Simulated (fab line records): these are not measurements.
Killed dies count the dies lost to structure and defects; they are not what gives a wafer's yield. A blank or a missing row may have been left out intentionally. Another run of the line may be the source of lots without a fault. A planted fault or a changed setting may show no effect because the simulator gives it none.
fab line records    flow gf180mcu
record: lots: 7  wafers: 21  last-day: 34
route steps=602 shown V3@455 M4@456
lots with no fault: from the same line, run without faults
start-h: the number of hours between the record's first day and the start of the first shown wafer of the lot    wait-h: hours elapsed since this lot's preceding step    " as in the row above    L1.1+2: a row that stands for several wafers    - value missing, or start not given    * or withheld: withheld    < > ~ a bound
route shown NAME@n: NAME is a module with steps in the file, n the number in the route of the first one    usual: mean and standard deviation over wafers with no fault    same: alike in all rows    chamber/n: place in a boat    sites: per-site readings    _std_site: how widely they spread, as a standard deviation    _edge_site: the outer-site mean with the inner-site mean subtracted    radius-mm: how far each site lies from the wafer's centre    mask NAME#n: copy n    behind: the last tool/chamber to shape the wafer    hold: cause of the lot's hold/its duration in hours/its outcome    device: the n, p or np transistor that did not switch    end of line: the tests these same wafers got at the end of their route    step lacking rows: just its recipe    killed: the dies lost at the first sort to structure and to defects; this is not the yield of the wafer    map: per-die view of a wafer (x killed, . not killed, _ where there is no die)
set.NAME: the setting that was run; set.NAME@STEP: the one run at that earlier step    model.NAME: the simulator's own value behind a step, which no gauge read
lots at some steps of the route; a table a step, a row a wafer
services: the hour from which a tool's chamber was out of use, counted from the record's first day as start-h (under 0 if before that day), plus the number of hours and why
== steps ==
step: GF_V3_CMP_26
recipe: stop-on: SiO2  down-force-psi: 3.5  platen-rpm: 60  t-overpolish-s: 15  target-thk-nm: 0  pad-velocity-m-s: 0.94248
usual: motor-current-A: 10.8/1.1  overpolish-run-s: 14.999/0.0085  time-to-endpoint-s: 85/3.3
lot.wafer  tool    chamber  start-h  wait-h  motor-current-A  overpolish-run-s  time-to-endpoint-s
L892.1     cmp-01  3        527.35   0.1     10.7             14.995            86
L892.2     "       0        "        "       11.4             14.987            84
L892.4     "       1        "        "       12.4             14.993            89
L893.3     cmp-01  0        534.69   0.1     11.5             14.986            84
L893.1     "       1        "        "       13.3             15.013            89
L893.6     "       2        "        "       9.8              14.995            82
L900.4     cmp-01  3        596.42   0.1     11.5             15.001            84
L900.1     "       1        "        "       13.0             15.011            87
L900.3     "       2        "        "       10.1             15.005            81
L901.1     cmp-01  0        601.31   0.1     11.0             15.000            82
L901.3     "       1        "        "       13.0             14.998            87
L901.4     "       2        "        "       9.9              14.996            86
L902.3     cmp-02  2        614.19   0.0     10.0             14.997            93
L902.4     "       1        "        "       8.8              15.003            89
L902.5     "       3        "        "       11.5             14.992            88
L904.2     cmp-01  3        625.20   0.1     12.2             15.006            87
L904.3     "       0        "        "       11.1             15.000            86
L904.6     "       1        "        "       13.5             15.014            91
L912.4     cmp-02  1        681.63   0.8     8.5              15.000            83
L912.3     "       2        "        "       11.0             15.015            93
L912.5     "       3        "        "       11.5             15.010            87
step: GF_M4_SPUTTER_00
recipe: material: Ti  target-thk-nm: 37.5  arriving-ion-energy-ev: 80  substrate-temp-c: 200  chamber-pressure-pa: 2  power-w: 4000  time-s: 150
usual: cathode-dc-power-W: 4000.0/0.77  throttle-valve-pct: 30.5/1.4
lot.wafer  tool            chamber  start-h  wait-h  cathode-dc-power-W  throttle-valve-pct
L892.1     pvd-sputter-04  -        527.65   0.2     4001.1              31.3
L892.2     "               -        "        "       3999.6              32.5
L892.4     "               -        "        "       4001.3              27.7
L893.1     pvd-sputter-02  -        534.89   0.1     3999.9              32.0
L893.3     "               -        "        "       4000.5              31.0
L893.6     "               -        "        "       3999.1              29.0
L900.1     pvd-sputter-03  -        596.72   0.1     3999.8              31.5
L900.3     "               -        "        "       3999.9              29.8
L900.4     "               -        "        "       4000.4              30.1
L901.1     pvd-sputter-03  -        601.61   0.2     4000.9              30.6
L901.3     "               -        "        "       4000.7              31.4
L901.4     "               -        "        "       4000.9              29.8
L902.3     pvd-sputter-02  -        614.49   0.2     3998.9              29.0
L902.4     "               -        "        "       4000.4              31.1
L902.5     "               -        "        "       4000.0              30.6
L904.2     pvd-sputter-02  -        625.40   0.1     3998.5              28.9
L904.3     "               -        "        "       4000.7              32.2
L904.6     "               -        "        "       3999.4              31.3
L912.3     pvd-sputter-02  -        681.83   0.1     3999.5              29.2
L912.4     "               -        "        "       4001.9              30.8
L912.5     "               -        "        "       4000.1              31.4
step: GF_M4_SPUTTER_01
recipe: material: TiN  target-thk-nm: 30  power-w: 6500  time-s: 25  chamber-pressure-pa: 0.4
step: GF_M4_SPUTTER_02
recipe: material: AlCu  target-thk-nm: 450  power-w: 10600  time-s: 23.9  chamber-pressure-pa: 0.4
usual: cathode-dc-power-W: 10600/1.8  throttle-valve-pct: 30.5/1.4
lot.wafer  tool            chamber  start-h  wait-h  cathode-dc-power-W  throttle-valve-pct
L892.1     pvd-sputter-04  -        527.78   0.0     10600               31.1
L892.2     "               -        "        "       10595               31.9
L892.4     "               -        "        "       10599               27.7
L893.1     pvd-sputter-02  -        535.02   0.0     10599               32.0
L893.3     "               -        "        "       10600               31.4
L893.6     "               -        "        "       10599               28.8
L900.1     pvd-sputter-03  -        596.85   0.0     10601               31.5
L900.3     "               -        "        "       10600               29.7
L900.4     "               -        "        "       10601               30.3
L901.1     pvd-sputter-03  -        601.74   0.0     10599               30.7
L901.3     "               -        "        "       10603               31.4
L901.4     "               -        "        "       10601               30.0
L902.3     pvd-sputter-02  -        614.62   0.0     10596               29.0
L902.4     "               -        "        "       10599               31.2
L902.5     "               -        "        "       10599               30.7
L904.2     pvd-sputter-02  -        625.53   0.0     10601               29.0
L904.3     "               -        "        "       10601               32.1
L904.6     "               -        "        "       10603               31.1
L912.3     pvd-sputter-02  -        681.96   0.0     10597               29.0
L912.4     "               -        "        "       10600               30.8
L912.5     "               -        "        "       10599               31.2
step: GF_M4_SPUTTER_03
recipe: material: Ti  target-thk-nm: 10  substrate-temp-c: 300  chamber-pressure-pa: 0.3  power-w: 3000  time-s: 6.7
usual: cathode-dc-power-W: 3000.0/0.53  throttle-valve-pct: 30.5/1.4
lot.wafer  tool            chamber  start-h  wait-h  cathode-dc-power-W  throttle-valve-pct
L892.1     pvd-sputter-04  -        527.81   0.0     3000.9              31.1
L892.2     "               -        "        "       2999.6              32.1
L892.4     "               -        "        "       2999.3              27.8
L893.1     pvd-sputter-02  -        535.05   0.0     2999.6              32.3
L893.3     "               -        "        "       3000.5              31.5
L893.6     "               -        "        "       3000.5              28.9
L900.1     pvd-sputter-03  -        596.88   0.0     3000.3              31.6
L900.3     "               -        "        "       2999.2              29.9
L900.4     "               -        "        "       3000.6              30.1
L901.1     pvd-sputter-03  -        601.77   0.0     2999.8              30.6
L901.3     "               -        "        "       3000.3              31.2
L901.4     "               -        "        "       3000.2              29.7
L902.3     pvd-sputter-02  -        614.65   0.0     2999.7              28.7
L902.4     "               -        "        "       2999.6              31.1
L902.5     "               -        "        "       2999.8              30.7
L904.2     pvd-sputter-02  -        625.56   0.0     3000.3              29.2
L904.3     "               -        "        "       3000.0              32.2
L904.6     "               -        "        "       2999.9              31.2
L912.3     pvd-sputter-02  -        681.99   0.0     2999.6              28.9
L912.4     "               -        "        "       2999.1              30.9
L912.5     "               -        "        "       2999.8              31.3
step: GF_M4_SPUTTER_04
recipe: material: TiN  target-thk-nm: 50  power-w: 6500  time-s: 41.7  chamber-pressure-pa: 0.4
usual: cathode-dc-power-W: 6499.9/1.1  throttle-valve-pct: 30.5/1.4
lot.wafer  tool            chamber  start-h  wait-h  cathode-dc-power-W  throttle-valve-pct
L892.1     pvd-sputter-04  -        527.83   0.0     6500.6              30.9
L892.2     "               -        "        "       6499.7              32.2
L892.4     "               -        "        "       6501.3              27.8
L893.1     pvd-sputter-02  -        535.07   0.0     6499.0              32.2
L893.3     "               -        "        "       6500.1              31.2
L893.6     "               -        "        "       6498.6              29.1
L900.1     pvd-sputter-03  -        596.90   0.0     6499.7              31.8
L900.3     "               -        "        "       6500.7              29.8
L900.4     "               -        "        "       6498.9              30.2
L901.1     pvd-sputter-03  -        601.79   0.0     6501.6              30.6
L901.3     "               -        "        "       6499.6              31.6
L901.4     "               -        "        "       6500.0              30.0
L902.3     pvd-sputter-02  -        614.67   0.0     6498.2              28.8
L902.4     "               -        "        "       6499.8              30.9
L902.5     "               -        "        "       6499.5              30.9
L904.2     pvd-sputter-02  -        625.58   0.0     6500.7              29.0
L904.3     "               -        "        "       6500.0              32.1
L904.6     "               -        "        "       6499.6              31.4
L912.3     pvd-sputter-02  -        682.01   0.0     6499.8              29.1
L912.4     "               -        "        "       6499.0              30.7
L912.5     "               -        "        "       6498.6              31.0
step: GF_M4_RS_MEAS_05
recipe: thk-meas-gauge: four-point-probe  reads: TiN_of_M4_SPUTTER_04+Ti_of_M4_SPUTTER_03+AlCu_of_M4_SPUTTER_02+TiN_of_M4_SPUTTER_01+Ti_of_M4_SPUTTER_00
usual: M4_ALCU_RS: 0.0689/0.0006
lot.wafer  tool           chamber  start-h  wait-h  M4_ALCU_RS[ohm/sq]
L892.1     film-metro-04  -        527.87   0.0     0.0689
L892.2     "              -        "        "       0.0686
L892.4     "              -        "        "       0.0691
L893.1     film-metro-02  -        535.11   0.0     0.0691
L893.3     "              -        "        "       0.0702
L893.6     "              -        "        "       0.0693
L900.1     film-metro-03  -        596.94   0.0     0.0698
L900.3     "              -        "        "       0.0695
L900.4     "              -        "        "       0.0700
L901.1     film-metro-03  -        601.83   0.0     0.0689
L901.3     "              -        "        "       0.0688
L901.4     "              -        "        "       0.0693
L902.3     film-metro-04  -        614.75   0.1     0.0683
L902.4     "              -        "        "       0.0686
L902.5     "              -        "        "       0.0681
L904.2     film-metro-04  -        625.64   0.0     0.0688
L904.3     "              -        "        "       0.0683
L904.6     "              -        "        "       0.0693
L912.3     film-metro-04  -        682.09   0.1     0.0687
L912.4     "              -        "        "       0.0688
L912.5     "              -        "        "       0.0692
step: GF_M4_THK_MEAS_06
recipe: thk-meas-gauge: xrf  reads: AlCu_of_M4_SPUTTER_02
usual: M4_ALCU_THK: 452/4.5
lot.wafer  tool           chamber  start-h  wait-h  M4_ALCU_THK[nm]
L892.1     film-metro-04  -        527.99   0.1     454
L892.2     "              -        "        "       453
L892.4     "              -        "        "       449
L893.1     film-metro-02  -        535.23   0.1     455
L893.3     "              -        "        "       444
L893.6     "              -        "        "       452
L900.1     film-metro-03  -        597.06   0.1     447
L900.3     "              -        "        "       449
L900.4     "              -        "        "       444
L901.1     film-metro-03  -        601.95   0.1     448
L901.3     "              -        "        "       450
L901.4     "              -        "        "       447
L902.3     film-metro-04  -        614.85   0.1     454
L902.4     "              -        "        "       451
L902.5     "              -        "        "       458
L904.2     film-metro-04  -        625.75   0.1     452
L904.3     "              -        "        "       455
L904.6     "              -        "        "       447
L912.3     film-metro-04  -        682.19   0.1     451
L912.4     "              -        "        "       450
L912.5     "              -        "        "       448
step: GF_M4_DEHYDRATE_07
recipe: temp-c: 200  time-s: 60
step: GF_M4_HMDS_08
recipe: prime-time-s: 60  prime-temp-c: 120
step: GF_M4_COAT_09
recipe: resist: KrF  spin-rpm: withheld  resist-thk-nm: 1000
step: GF_M4_SOFTBAKE_10
recipe: temp-c: 130  time-s: 60  resist: KrF
step: GF_M4_EXPOSE_11
recipe: mask-id: Metal4  target-cd-nm: 280  na: 0.68  source-shape: conventional  sigma-outer: 0.6  dose-mj: 28
usual: exposure-dose-mJ-cm2: 27.96/0.033  focus-offset-nm: -0.1/0.58  reticle-temp-C: 23.01/0.12
lot.wafer  tool            chamber  start-h  wait-h  mask      exposure-dose-mJ-cm2  focus-offset-nm  reticle-temp-C
L892.1     krf-scanner-01  0        539.29   -       Metal4#0  28.01                 -0.6             22.83
L892.2     "               0        "        "       Metal4#0  27.99                 -0.2             22.90
L892.4     "               0        "        "       Metal4#0  27.97                 0.1              23.03
L893.1     krf-scanner-02  0        546.40   -       Metal4#0  27.94                 -0.8             22.97
L893.3     "               0        "        "       Metal4#0  27.95                 -0.3             23.00
L893.6     "               0        "        "       Metal4#0  27.92                 -0.3             23.01
L900.1     krf-scanner-02  -        607.39   -       Metal4#0  -                     -                -
L900.3     "               -        "        "       Metal4#0  -                     -                -
L900.4     "               -        "        "       Metal4#0  -                     -                -
L901.1     krf-scanner-01  -        612.84   -       Metal4#0  -                     -                -
L901.3     "               -        "        "       Metal4#0  -                     -                -
L901.4     "               -        "        "       Metal4#0  -                     -                -
L902.3     krf-scanner-02  -        624.79   -       Metal4#0  -                     -                -
L902.4     "               -        "        "       Metal4#0  -                     -                -
L902.5     "               -        "        "       Metal4#0  -                     -                -
L904.2     krf-scanner-01  0        636.21   -       Metal4#0  27.97                 -0.4             23.05
L904.3     "               0        "        "       Metal4#0  28.00                 -0.5             22.70
L904.6     "               0        "        "       Metal4#0  28.02                 -0.4             22.97
L912.3     krf-scanner-02  0        691.24   -       Metal4#0  27.91                 -0.8             23.31
L912.4     "               0        "        "       Metal4#0  27.95                 -0.5             23.09
L912.5     "               0        "        "       Metal4#0  27.91                 0.0              23.32
step: GF_M4_PEB_12
recipe: peb-temp-c: 135  peb-time-s: 90  resist: KrF
== services ==
tool            chamber  start-h  hours  kind
pvd-sputter-03  -        512.91   1.0    repair
cmp-01          -        516.56   1.1    repair
krf-scanner-01  -        517.69   1.0    pm
pvd-sputter-02  -        525.37   2.5    repair
pvd-sputter-03  -        526.40   10.5   repair
pvd-sputter-03  -        528.27   0.8    repair
krf-scanner-01  -        531.58   0.4    repair
krf-scanner-01  -        543.84   0.8    pm
krf-scanner-02  -        547.76   30.2   repair
cmp-01          -        572.24   4.0    pm
cmp-02          -        575.86   2.2    repair
cmp-01          -        576.24   -      consumable-replace:conditioner
cmp-01          -        576.24   -      consumable-replace:pad
krf-scanner-01  0        577.21   -      calibration
krf-scanner-01  -        577.95   3.6    pm
krf-scanner-01  -        581.51   1.3    pm
krf-scanner-02  -        603.61   1.0    pm
krf-scanner-02  0        624.24   -      calibration
cmp-01          -        662.55   20.0   pm
krf-scanner-01  -        668.22   0.7    repair
krf-scanner-02  -        671.56   1.3    pm
krf-scanner-02  -        682.34   4.4    pm
krf-scanner-01  -        686.71   1.0    pm
== key ==
first-sign: step: GF_M4_EXPOSE_11  reading: tool-record  direction: missing
effect none on later readings
met-at GF_M4_EXPOSE_11
struck-wafers L900.1,L900.3,L900.4,L901.1,L901.3,L901.4,L902.3,L902.4,L902.5
later-rows-left-out L900.1,L900.3,L900.4,L901.1,L901.3,L901.4,L902.3,L902.4,L902.5
sort-left-out L900.1,L900.3,L900.4,L901.1,L901.3,L901.4,L902.3,L902.4,L902.5
onset-between 546.40 607.39
fault: kind: skipped-step-whole  tool: krf-scanner-01,krf-scanner-02  chamber: -  onset-h: 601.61  steps: GF_M4_EXPOSE_11  scope: struck-lots-only
sort-left-out: the simulated sort isn't trusted on such a fault, so these wafers' sort isn't shown, and their yield isn't known
later-rows-left-out: the simulator's readings of these wafers behind a module that went badly wrong aren't trusted and aren't shown, but for the sort
